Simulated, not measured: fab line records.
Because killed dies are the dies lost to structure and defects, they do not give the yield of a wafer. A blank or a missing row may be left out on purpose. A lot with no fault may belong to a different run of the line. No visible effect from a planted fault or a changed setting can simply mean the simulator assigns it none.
A lot that was struck, set against a sound lot | flow gf180mcu | 16 steps out of a route of 602
Sound: these wafers, L189.3, L189.4, L189.5. Wafers L188.3, L188.5, L188.6 were the ones struck. The cause is given at the end.
Each step with rows lists, per side, the tool, then ch with its chambers, then its first start. Under that, the readings that differ: sound wafers | struck wafers | difference of the means | sigmas: that difference in standard deviations of wafers without a fault.
alike: same words and numbers on both sides, and readings whose means sit less than 2 such deviations apart. not compared: any withheld reading, any reading some wafer has no value for, any bound like >300 that may hide the same value, and any number with overlapping values for which the record gives no deviation.
The two part at a step that has a row with sigmas, a row that says differs or no value, or rows on one side only. Non-overlapping numbers with no deviation appear without sigmas and do not part them. A reading that every wafer of one side lacks parts them only if that side has two wafers or more.

first, 3 steps without rows for these wafers: GF_LVPWELL_EXPOSE_04 (exposes mask LVPWELL, target cd 600 nm); GF_LVPWELL_PEB_05; GF_LVPWELL_DEVELOP_06 (develop time 57.42 s).
GF_LVPWELL_OVL_MEAS_07:
  struck on overlay-01, day 6 16:05; sound on overlay-02, day 7 01:50
  alike: LVPWELL_OVL
then, 2 steps without rows for these wafers: GF_LVPWELL_IMPLANT_08; GF_LVPWELL_IMPLANT_09.
GF_LVPWELL_STRIP_10: strips in O2/N2.
  sound on plasma-asher-04 ch 0,1, day 7 02:12; struck on plasma-asher-03 ch 0,1, day 6 16:27
  alike: drypump-motor-current-A, heater-power-w, oes-product-au, strip-time-to-endpoint-s
  not compared: rf-hours-counter-h
GF_LVPWELL_TW_MEAS_11:
  struck on film-metro-03, day 6 16:32; sound on film-metro-03, day 7 02:17
  alike: LVPWELL_TW
then, 4 steps without rows for these wafers: GF_MVSD_DEHYDRATE_00 (time 60 s); GF_MVSD_HMDS_01 (prime time 60 s); GF_MVSD_COAT_02 (resist thk 3000 nm); GF_MVSD_SOFTBAKE_03.
GF_MVSD_EXPOSE_04: exposes mask MVSD, target cd 1000 nm.
  sound on iline-stepper-01 ch 0, day 7 10:08; struck on iline-stepper-02 ch 0, day 7 00:11
  reading                      | sound                | struck            | difference | sigmas
  model.MVSD.overlay-x-nm (nm) | 0.5903 0.5903 0.5903 | 176.8 176.8 176.8 | +176.2     |
  alike: mask
then, 2 steps without rows for these wafers: GF_MVSD_PEB_05; GF_MVSD_DEVELOP_06 (develop time 60 s).
GF_MVSD_OVL_MEAS_07:
  struck on overlay-01, day 7 07:40; sound on overlay-02, day 7 17:42
  reading       | sound          | struck            | difference | sigmas
  MVSD_OVL (nm) | -0.9 -2.2 -1.0 | 177.1 176.2 176.6 | +178.0     | +99 or more
  not compared: hold

WHERE THEY PART
GF_MVSD_OVL_MEAS_07 only, going by this record.

WHY: what had been put in by the simulator
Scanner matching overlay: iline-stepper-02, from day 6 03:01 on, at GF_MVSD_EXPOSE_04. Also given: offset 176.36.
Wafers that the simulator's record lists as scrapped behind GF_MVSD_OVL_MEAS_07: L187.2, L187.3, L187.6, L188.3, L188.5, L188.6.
